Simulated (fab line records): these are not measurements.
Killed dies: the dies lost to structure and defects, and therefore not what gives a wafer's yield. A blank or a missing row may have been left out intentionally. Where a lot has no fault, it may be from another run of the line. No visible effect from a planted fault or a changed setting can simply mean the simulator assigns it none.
Which tool was responsible? || flow gf180mcu || 24 lots, 72 wafers sampled, at 6 steps of a route of 602

## WHAT THE GAUGES READ, wafer by wafer
GF_M1_OVL_MEAS_15.
{"lot": "L074", "measured": "day 17 02:55", "on": "overlay-02", "M1_OVL (nm)": "-9 -6 -5"}
{"lot": "L075", "measured": "day 17 05:23", "on": "overlay-02", "M1_OVL (nm)": "-6 -7 -2"}
{"lot": "L076", "measured": "day 17 15:20", "on": "overlay-02", "M1_OVL (nm)": "-6 0 -6"}
{"lot": "L077", "measured": "day 18 10:29", "on": "overlay-01", "M1_OVL (nm)": "0 3 -4"}
{"lot": "L078", "measured": "day 18 20:41", "on": "overlay-02", "M1_OVL (nm)": "-4 -3 -2"}
{"lot": "L080", "measured": "day 19 16:13", "on": "overlay-01", "M1_OVL (nm)": "1 2 6"}
{"lot": "L079", "measured": "day 19 16:34", "on": "overlay-01", "M1_OVL (nm)": "-1 6 3"}
{"lot": "L081", "measured": "day 20 04:26", "on": "overlay-01", "M1_OVL (nm)": "-9 -3 -8"}
{"lot": "L082", "measured": "day 20 04:49", "on": "overlay-01", "M1_OVL (nm)": "-2 -3 0"}
{"lot": "L083", "measured": "day 20 15:56", "on": "overlay-01", "M1_OVL (nm)": "-2 -3 -2"}
{"lot": "L084", "measured": "day 21 02:48", "on": "overlay-02", "M1_OVL (nm)": "-2 -7 -5"}
{"lot": "L085", "measured": "day 21 12:57", "on": "overlay-02", "M1_OVL (nm)": "-5 -2 -1"}
{"lot": "L086", "measured": "day 21 14:13", "on": "overlay-01", "M1_OVL (nm)": "0 -4 -1"}
{"lot": "L087", "measured": "day 22 03:59", "on": "overlay-01", "M1_OVL (nm)": "-1 1 -10"}
{"lot": "L088", "measured": "day 22 05:43", "on": "overlay-02", "M1_OVL (nm)": "4 2 4"}
{"lot": "L089", "measured": "day 22 17:17", "on": "overlay-02", "M1_OVL (nm)": "-12 1 -13"}
{"lot": "L090", "measured": "day 22 23:52", "on": "overlay-02", "M1_OVL (nm)": "-4 -7 -2"}
{"lot": "L091", "measured": "day 23 03:20", "on": "overlay-01", "M1_OVL (nm)": "-13 -15 -12"}
{"lot": "L092", "measured": "day 23 11:47", "on": "overlay-01", "M1_OVL (nm)": "-1 -1 -9"}
{"lot": "L093", "measured": "day 24 00:36", "on": "overlay-01", "M1_OVL (nm)": "-7 -4 -4"}
{"lot": "L094", "measured": "day 24 06:08", "on": "overlay-01", "M1_OVL (nm)": "0 -7 -10"}
{"lot": "L095", "measured": "day 24 12:47", "on": "overlay-01", "M1_OVL (nm)": "-8 1 -4"}
{"lot": "L096", "measured": "day 24 20:11", "on": "overlay-01", "M1_OVL (nm)": "-12 -11 -16"}
{"lot": "L097", "measured": "day 25 06:47", "on": "overlay-02", "M1_OVL (nm)": "7 5 8"}

GF_M4_CD_MEAS_14 targets a cd of 280 nm.
{"lot": "L074", "measured": "day 23 10:37", "on": "cd_sem-01", "cd_nm (nm)": "280.4 280.3 279.8"}
{"lot": "L075", "measured": "day 23 12:22", "on": "cd_sem-01", "cd_nm (nm)": "280.0 279.1 278.7"}
{"lot": "L076", "measured": "day 23 20:49", "on": "cd_sem-01", "cd_nm (nm)": "279.9 281.9 282.2"}
{"lot": "L077", "measured": "day 24 16:14", "on": "cd_sem-01", "cd_nm (nm)": "280.7 278.7 279.7"}
{"lot": "L078", "measured": "day 25 00:50", "on": "cd_sem-01", "cd_nm (nm)": "278.2 279.2 278.4"}
{"lot": "L080", "measured": "day 25 18:02", "on": "cd_sem-02", "cd_nm (nm)": "279.8 280.2 279.6"}
{"lot": "L079", "measured": "day 25 20:23", "on": "cd_sem-02", "cd_nm (nm)": "280.2 279.2 280.5"}
{"lot": "L081", "measured": "day 26 07:34", "on": "cd_sem-02", "cd_nm (nm)": "280.8 281.4 280.4"}
{"lot": "L082", "measured": "day 26 06:12", "on": "cd_sem-02", "cd_nm (nm)": "281.1 280.7 281.2"}
{"lot": "L083", "measured": "day 26 13:28", "on": "cd_sem-01", "cd_nm (nm)": "280.7 279.6 279.9"}
{"lot": "L084", "measured": "day 26 21:47", "on": "cd_sem-01", "cd_nm (nm)": "280.7 278.9 280.2"}
{"lot": "L085", "measured": "day 27 06:35", "on": "cd_sem-01", "cd_nm (nm)": "279.8 278.0 278.5"}
{"lot": "L086", "measured": "day 27 07:56", "on": "cd_sem-01", "cd_nm (nm)": "279.4 280.7 278.9"}
{"lot": "L087", "measured": "day 27 19:35", "on": "cd_sem-01", "cd_nm (nm)": "280.6 281.0 280.9"}
{"lot": "L088", "measured": "day 27 21:37", "on": "cd_sem-02", "cd_nm (nm)": "278.7 279.1 279.4"}
{"lot": "L089", "measured": "day 28 06:53", "on": "cd_sem-01", "cd_nm (nm)": "279.8 279.9 280.5"}
{"lot": "L090", "measured": "day 28 13:58", "on": "cd_sem-02", "cd_nm (nm)": "281.2 282.2 281.7"}
{"lot": "L091", "measured": "day 28 15:52", "on": "cd_sem-02", "cd_nm (nm)": "280.1 280.7 278.9"}
{"lot": "L092", "measured": "day 28 23:38", "on": "cd_sem-02", "cd_nm (nm)": "279.4 280.0 279.9"}
{"lot": "L093", "measured": "day 29 11:11", "on": "cd_sem-02", "cd_nm (nm)": "278.0 278.3 278.4"}
{"lot": "L094", "measured": "day 29 13:46", "on": "cd_sem-01", "cd_nm (nm)": "281.6 282.3 281.7"}
{"lot": "L095", "measured": "day 29 20:10", "on": "cd_sem-02", "cd_nm (nm)": "280.0 278.8 279.6"}
{"lot": "L096", "measured": "day 30 03:47", "on": "cd_sem-01", "cd_nm (nm)": "279.8 278.5 277.8"}
{"lot": "L097", "measured": "day 30 12:10", "on": "cd_sem-02", "cd_nm (nm)": "277.5 276.5 277.3"}

GF_M4_OVL_MEAS_15.
{"lot": "L074", "measured": "day 23 10:44", "on": "overlay-02", "M4_OVL (nm)": "-6 -5 -11"}
{"lot": "L075", "measured": "day 23 12:29", "on": "overlay-01", "M4_OVL (nm)": "-5 -12 -3"}
{"lot": "L076", "measured": "day 23 20:56", "on": "overlay-01", "M4_OVL (nm)": "3 -10 -4"}
{"lot": "L077", "measured": "day 24 16:22", "on": "overlay-01", "M4_OVL (nm)": "4 -4 9"}
{"lot": "L078", "measured": "day 25 00:58", "on": "overlay-02", "M4_OVL (nm)": "4 -1 -2"}
{"lot": "L080", "measured": "day 25 18:10", "on": "overlay-01", "M4_OVL (nm)": "3 -2 -2"}
{"lot": "L079", "measured": "day 25 20:29", "on": "overlay-02", "M4_OVL (nm)": "-3 6 6"}
{"lot": "L081", "measured": "day 26 07:41", "on": "overlay-01", "M4_OVL (nm)": "-4 -6 1"}
{"lot": "L082", "measured": "day 26 06:17", "on": "overlay-01", "M4_OVL (nm)": "-3 -2 -5"}
{"lot": "L083", "measured": "day 26 13:35", "on": "overlay-02", "M4_OVL (nm)": "4 -5 3"}
{"lot": "L084", "measured": "day 26 21:54", "on": "overlay-01", "M4_OVL (nm)": "2 1 8"}
{"lot": "L085", "measured": "day 27 06:42", "on": "overlay-01", "M4_OVL (nm)": "1 2 0"}
{"lot": "L086", "measured": "day 27 08:01", "on": "overlay-01", "M4_OVL (nm)": "0 -4 -2"}
{"lot": "L087", "measured": "day 27 19:43", "on": "overlay-02", "M4_OVL (nm)": "-1 7 -10"}
{"lot": "L088", "measured": "day 27 21:44", "on": "overlay-02", "M4_OVL (nm)": "-11 -5 -2"}
{"lot": "L089", "measured": "day 28 07:01", "on": "overlay-02", "M4_OVL (nm)": "4 7 5"}
{"lot": "L090", "measured": "day 28 14:05", "on": "overlay-02", "M4_OVL (nm)": "1 -4 -8"}
{"lot": "L091", "measured": "day 28 15:59", "on": "overlay-02", "M4_OVL (nm)": "0 -3 -1"}
{"lot": "L092", "measured": "day 28 23:46", "on": "overlay-02", "M4_OVL (nm)": "0 0 1"}
{"lot": "L093", "measured": "day 29 11:17", "on": "overlay-02", "M4_OVL (nm)": "1 0 5"}
{"lot": "L094", "measured": "day 29 13:53", "on": "overlay-02", "M4_OVL (nm)": "1 3 -1"}
{"lot": "L095", "measured": "day 29 20:17", "on": "overlay-01", "M4_OVL (nm)": "-1 -5 1"}
{"lot": "L096", "measured": "day 30 03:55", "on": "overlay-01", "M4_OVL (nm)": "-10 -3 -2"}
{"lot": "L097", "measured": "day 30 12:17", "on": "overlay-02", "M4_OVL (nm)": "-2 -5 1"}

GF_MIM_THK_MEAS_11: measures by xrf.
{"lot": "L074", "measured": "day 24 12:28", "on": "film_metro-01", "MIM_ALCU_THK (nm)": "199 203 199"}
{"lot": "L075", "measured": "day 24 14:24", "on": "film_metro-04", "MIM_ALCU_THK (nm)": "197 198 195"}
{"lot": "L076", "measured": "day 24 22:28", "on": "film_metro-04", "MIM_ALCU_THK (nm)": "198 200 198"}
{"lot": "L077", "measured": "day 25 17:04", "on": "film_metro-04", "MIM_ALCU_THK (nm)": "201 200 195"}
{"lot": "L078", "measured": "day 26 01:58", "on": "film_metro-04", "MIM_ALCU_THK (nm)": "194 195 193"}
{"lot": "L080", "measured": "day 26 16:38", "on": "film_metro-01", "MIM_ALCU_THK (nm)": "195 191 195"}
{"lot": "L079", "measured": "day 26 19:00", "on": "film_metro-01", "MIM_ALCU_THK (nm)": "198 194 195"}
{"lot": "L081", "measured": "day 27 05:01", "on": "film_metro-02", "MIM_ALCU_THK (nm)": "201 209 202"}
{"lot": "L082", "measured": "day 27 03:42", "on": "film_metro-01", "MIM_ALCU_THK (nm)": "201 198 199"}
{"lot": "L083", "measured": "day 27 12:17", "on": "film_metro-04", "MIM_ALCU_THK (nm)": "192 190 198"}
{"lot": "L084", "measured": "day 27 21:34", "on": "film_metro-04", "MIM_ALCU_THK (nm)": "200 193 200"}
{"lot": "L085", "measured": "day 28 05:55", "on": "film_metro-02", "MIM_ALCU_THK (nm)": "198 200 204"}
{"lot": "L086", "measured": "day 28 06:44", "on": "film_metro-02", "MIM_ALCU_THK (nm)": "199 203 200"}
{"lot": "L087", "measured": "day 28 18:37", "on": "film_metro-04", "MIM_ALCU_THK (nm)": "200 201 202"}
{"lot": "L088", "measured": "day 28 20:19", "on": "film_metro-01", "MIM_ALCU_THK (nm)": "197 196 199"}
{"lot": "L089", "measured": "day 29 06:01", "on": "film_metro-04", "MIM_ALCU_THK (nm)": "197 201 196"}
{"lot": "L090", "measured": "day 29 12:29", "on": "film_metro-04", "MIM_ALCU_THK (nm)": "193 194 193"}
{"lot": "L091", "measured": "day 29 14:16", "on": "film_metro-01", "MIM_ALCU_THK (nm)": "204 202 200"}
{"lot": "L092", "measured": "day 29 21:43", "on": "film_metro-02", "MIM_ALCU_THK (nm)": "202 204 204"}
{"lot": "L093", "measured": "day 30 09:19", "on": "film_metro-01", "MIM_ALCU_THK (nm)": "197 198 200"}
{"lot": "L094", "measured": "day 30 12:01", "on": "film_metro-01", "MIM_ALCU_THK (nm)": "198 196 205"}
{"lot": "L095", "measured": "day 30 17:47", "on": "film_metro-02", "MIM_ALCU_THK (nm)": "201 198 201"}
{"lot": "L096", "measured": "day 31 01:19", "on": "film_metro-02", "MIM_ALCU_THK (nm)": "193 194 197"}
{"lot": "L097", "measured": "day 31 09:40", "on": "film_metro-04", "MIM_ALCU_THK (nm)": "196 199 197"}

## TOOL THAT RAN EACH LOT (tool first, then ch and the chambers of the sampled wafers, then the start)
{"lot": "L074", "GF_V2_ETCH_16": "rie_diel-04 ch 1,2,3, day 20 07:23", "GF_V4_SPUTTER_22": "pvd_sputter-02, day 24 11:17"}
{"lot": "L075", "GF_V2_ETCH_16": "rie_diel-02 ch 0,2,3, day 20 09:53", "GF_V4_SPUTTER_22": "pvd_sputter-02, day 24 13:12"}
{"lot": "L076", "GF_V2_ETCH_16": "rie_diel-02 ch 0,2, day 20 19:31", "GF_V4_SPUTTER_22": "pvd_sputter-03, day 24 21:18"}
{"lot": "L077", "GF_V2_ETCH_16": "rie_diel-04 ch 0,3, day 21 15:14", "GF_V4_SPUTTER_22": "pvd_sputter-01, day 25 15:55"}
{"lot": "L078", "GF_V2_ETCH_16": "rie_diel-02 ch 0,1, day 22 00:43", "GF_V4_SPUTTER_22": "pvd_sputter-03, day 26 00:48"}
{"lot": "L080", "GF_V2_ETCH_16": "rie_diel-02 ch 0,2,3, day 22 19:34", "GF_V4_SPUTTER_22": "pvd_sputter-01, day 26 15:29"}
{"lot": "L079", "GF_V2_ETCH_16": "rie_diel-01 ch 1,2, day 22 21:13", "GF_V4_SPUTTER_22": "pvd_sputter-02, day 26 17:50"}
{"lot": "L081", "GF_V2_ETCH_16": "rie_diel-01 ch 0,1,3, day 23 09:14", "GF_V4_SPUTTER_22": "pvd_sputter-01, day 27 03:52"}
{"lot": "L082", "GF_V2_ETCH_16": "rie_diel-04 ch 1,2, day 23 08:42", "GF_V4_SPUTTER_22": "pvd_sputter-03, day 27 02:30"}
{"lot": "L083", "GF_V2_ETCH_16": "rie_diel-02 ch 1,2,3, day 23 18:35", "GF_V4_SPUTTER_22": "pvd_sputter-03, day 27 11:08"}
{"lot": "L084", "GF_V2_ETCH_16": "rie_diel-02 ch 0,1,2, day 24 04:10", "GF_V4_SPUTTER_22": "pvd_sputter-03, day 27 20:23"}
{"lot": "L085", "GF_V2_ETCH_16": "rie_diel-01 ch 0,2,3, day 24 13:32", "GF_V4_SPUTTER_22": "pvd_sputter-02, day 28 04:44"}
{"lot": "L086", "GF_V2_ETCH_16": "rie_diel-02 ch 1,3, day 24 14:47", "GF_V4_SPUTTER_22": "pvd_sputter-02, day 28 05:33"}
{"lot": "L087", "GF_V2_ETCH_16": "rie_diel-01 ch 1,2, day 25 04:07", "GF_V4_SPUTTER_22": "pvd_sputter-03, day 28 17:27"}
{"lot": "L088", "GF_V2_ETCH_16": "rie_diel-01 ch 2,3, day 25 05:16", "GF_V4_SPUTTER_22": "pvd_sputter-01, day 28 19:00"}
{"lot": "L089", "GF_V2_ETCH_16": "rie_diel-01 ch 1,3, day 25 16:13", "GF_V4_SPUTTER_22": "pvd_sputter-03, day 29 04:50"}
{"lot": "L090", "GF_V2_ETCH_16": "rie_diel-01 ch 0,1,2, day 25 23:10", "GF_V4_SPUTTER_22": "pvd_sputter-03, day 29 11:18"}
{"lot": "L091", "GF_V2_ETCH_16": "rie_diel-01 ch 1,2,3, day 26 01:10", "GF_V4_SPUTTER_22": "pvd_sputter-02, day 29 13:06"}
{"lot": "L092", "GF_V2_ETCH_16": "rie_diel-02 ch 1,2, day 26 09:04", "GF_V4_SPUTTER_22": "pvd_sputter-03, day 29 20:33"}
{"lot": "L093", "GF_V2_ETCH_16": "rie_diel-02 ch 0,2, day 26 18:43", "GF_V4_SPUTTER_22": "pvd_sputter-03, day 30 07:45"}
{"lot": "L094", "GF_V2_ETCH_16": "rie_diel-01 ch 0,1,3, day 26 22:17", "GF_V4_SPUTTER_22": "pvd_sputter-03, day 30 10:51"}
{"lot": "L095", "GF_V2_ETCH_16": "rie_diel-04 ch 0,2,3, day 27 05:47", "GF_V4_SPUTTER_22": "pvd_sputter-02, day 30 16:37"}
{"lot": "L096", "GF_V2_ETCH_16": "rie_diel-02 ch 0,2,3, day 27 13:29", "GF_V4_SPUTTER_22": "pvd_sputter-01, day 31 00:09"}
{"lot": "L097", "GF_V2_ETCH_16": "rie_diel-02 ch 0,1,3, day 27 22:44", "GF_V4_SPUTTER_22": "pvd_sputter-02, day 31 08:27"}
- GF_V2_ETCH_16: etches BARC in N2/H2.
- GF_V4_SPUTTER_22: material TiN, target thk 10 nm, time 40 s.

## WHAT THE TOOLS THEMSELVES READ (means of the sampled wafers that have a number; where no wafer has one, the mark that the record gives instead)
GF_V2_ETCH_16.
{"lot": "L074", "tool": "rie_diel-04", "drypump_motor_current_A (A)": 6.2, "oes_product_au (a.u.)": 0.854, "throttle_valve_pct (%)": 13.227}
{"lot": "L075", "tool": "rie_diel-02", "drypump_motor_current_A (A)": 5.5, "oes_product_au (a.u.)": 0.864, "throttle_valve_pct (%)": 13.219}
{"lot": "L076", "tool": "rie_diel-02", "drypump_motor_current_A (A)": 5.5, "oes_product_au (a.u.)": 0.852, "throttle_valve_pct (%)": 13.217}
{"lot": "L077", "tool": "rie_diel-04", "drypump_motor_current_A (A)": 5.9, "oes_product_au (a.u.)": 0.856, "throttle_valve_pct (%)": 13.225}
{"lot": "L078", "tool": "rie_diel-02", "drypump_motor_current_A (A)": 5.5, "oes_product_au (a.u.)": 0.856, "throttle_valve_pct (%)": 13.220}
{"lot": "L080", "tool": "rie_diel-02", "drypump_motor_current_A (A)": 5.5, "oes_product_au (a.u.)": 0.856, "throttle_valve_pct (%)": 13.223}
{"lot": "L079", "tool": "rie_diel-01", "drypump_motor_current_A (A)": 4.8, "oes_product_au (a.u.)": 0.856, "throttle_valve_pct (%)": 13.223}
{"lot": "L081", "tool": "rie_diel-01", "drypump_motor_current_A (A)": 5.8, "oes_product_au (a.u.)": 0.856, "throttle_valve_pct (%)": 13.214}
{"lot": "L082", "tool": "rie_diel-04", "drypump_motor_current_A (A)": 6.1, "oes_product_au (a.u.)": 0.859, "throttle_valve_pct (%)": 13.227}
{"lot": "L083", "tool": "rie_diel-02", "drypump_motor_current_A (A)": 5.6, "oes_product_au (a.u.)": 0.855, "throttle_valve_pct (%)": 13.235}
{"lot": "L084", "tool": "rie_diel-02", "drypump_motor_current_A (A)": 5.6, "oes_product_au (a.u.)": 0.854, "throttle_valve_pct (%)": 13.223}
{"lot": "L085", "tool": "rie_diel-01", "drypump_motor_current_A (A)": 5.6, "oes_product_au (a.u.)": 0.852, "throttle_valve_pct (%)": 13.222}
{"lot": "L086", "tool": "rie_diel-02", "drypump_motor_current_A (A)": 5.6, "oes_product_au (a.u.)": 0.854, "throttle_valve_pct (%)": 13.231}
{"lot": "L087", "tool": "rie_diel-01", "drypump_motor_current_A (A)": 5.0, "oes_product_au (a.u.)": 0.856, "throttle_valve_pct (%)": 13.226}
{"lot": "L088", "tool": "rie_diel-01", "drypump_motor_current_A (A)": 5.8, "oes_product_au (a.u.)": 0.858, "throttle_valve_pct (%)": 13.226}
{"lot": "L089", "tool": "rie_diel-01", "drypump_motor_current_A (A)": 5.9, "oes_product_au (a.u.)": 0.853, "throttle_valve_pct (%)": 13.227}
{"lot": "L090", "tool": "rie_diel-01", "drypump_motor_current_A (A)": 5.2, "oes_product_au (a.u.)": 0.852, "throttle_valve_pct (%)": 13.220}
{"lot": "L091", "tool": "rie_diel-01", "drypump_motor_current_A (A)": 5.4, "oes_product_au (a.u.)": 0.849, "throttle_valve_pct (%)": 13.213}
{"lot": "L092", "tool": "rie_diel-02", "drypump_motor_current_A (A)": 5.8, "oes_product_au (a.u.)": 0.855, "throttle_valve_pct (%)": 13.230}
{"lot": "L093", "tool": "rie_diel-02", "drypump_motor_current_A (A)": 5.5, "oes_product_au (a.u.)": 0.854, "throttle_valve_pct (%)": 13.231}
{"lot": "L094", "tool": "rie_diel-01", "drypump_motor_current_A (A)": 5.8, "oes_product_au (a.u.)": 0.856, "throttle_valve_pct (%)": 13.221}
{"lot": "L095", "tool": "rie_diel-04", "drypump_motor_current_A (A)": 5.8, "oes_product_au (a.u.)": 0.854, "throttle_valve_pct (%)": 13.223}
{"lot": "L096", "tool": "rie_diel-02", "drypump_motor_current_A (A)": 5.5, "oes_product_au (a.u.)": 0.855, "throttle_valve_pct (%)": 13.225}
{"lot": "L097", "tool": "rie_diel-02", "drypump_motor_current_A (A)": 5.4, "oes_product_au (a.u.)": 0.851, "throttle_valve_pct (%)": 13.217}

GF_V4_SPUTTER_22.
{"lot": "L074", "tool": "pvd_sputter-02", "throttle_valve_pct (%)": 31.3}
{"lot": "L075", "tool": "pvd_sputter-02", "throttle_valve_pct (%)": 30.9}
{"lot": "L076", "tool": "pvd_sputter-03", "throttle_valve_pct (%)": 30.5}
{"lot": "L077", "tool": "pvd_sputter-01", "throttle_valve_pct (%)": 28.9}
{"lot": "L078", "tool": "pvd_sputter-03", "throttle_valve_pct (%)": 30.3}
{"lot": "L080", "tool": "pvd_sputter-01", "throttle_valve_pct (%)": 29.4}
{"lot": "L079", "tool": "pvd_sputter-02", "throttle_valve_pct (%)": 30.9}
{"lot": "L081", "tool": "pvd_sputter-01", "throttle_valve_pct (%)": 29.0}
{"lot": "L082", "tool": "pvd_sputter-03", "throttle_valve_pct (%)": 29.3}
{"lot": "L083", "tool": "pvd_sputter-03", "throttle_valve_pct (%)": 29.3}
{"lot": "L084", "tool": "pvd_sputter-03", "throttle_valve_pct (%)": 29.8}
{"lot": "L085", "tool": "pvd_sputter-02", "throttle_valve_pct (%)": 30.6}
{"lot": "L086", "tool": "pvd_sputter-02", "throttle_valve_pct (%)": 30.7}
{"lot": "L087", "tool": "pvd_sputter-03", "throttle_valve_pct (%)": 30.4}
{"lot": "L088", "tool": "pvd_sputter-01", "throttle_valve_pct (%)": 28.6}
{"lot": "L089", "tool": "pvd_sputter-03", "throttle_valve_pct (%)": 30.5}
{"lot": "L090", "tool": "pvd_sputter-03", "throttle_valve_pct (%)": 29.9}
{"lot": "L091", "tool": "pvd_sputter-02", "throttle_valve_pct (%)": 30.6}
{"lot": "L092", "tool": "pvd_sputter-03", "throttle_valve_pct (%)": 29.6}
{"lot": "L093", "tool": "pvd_sputter-03", "throttle_valve_pct (%)": 29.7}
{"lot": "L094", "tool": "pvd_sputter-03", "throttle_valve_pct (%)": 29.6}
{"lot": "L095", "tool": "pvd_sputter-02", "throttle_valve_pct (%)": 30.6}
{"lot": "L096", "tool": "pvd_sputter-01", "throttle_valve_pct (%)": 28.7}
{"lot": "L097", "tool": "pvd_sputter-02", "throttle_valve_pct (%)": 31.3}

## THE ANSWER, worked out from the rows above alone
Rule: what is usual is taken from the lots themselves. The widest of any qualifying gaps counts: lots, ordered by their means at a reading, are off when they make up no more than a third of the lots, leave a main group of 4 or more, and stand apart from it by 3 or more times the standard deviation of that group's means. Not used: any main group whose means are identical at the precision the tables above print for the reading. A lot without any number at a reading at which 4 lots or more have one is off too. The other lots that the step has rows for count as sound. After the gauges, taken in route order, come the tools' own readings; for these a lot's mean is taken, as printed above. At the first step where some lot is off, the reading lying furthest off is the one used; lots without a number count as furthest.
No lot is off on any of the readings shown, so nothing can be concluded from this.

## WHAT HAD BEEN PUT IN BY THE SIMULATOR
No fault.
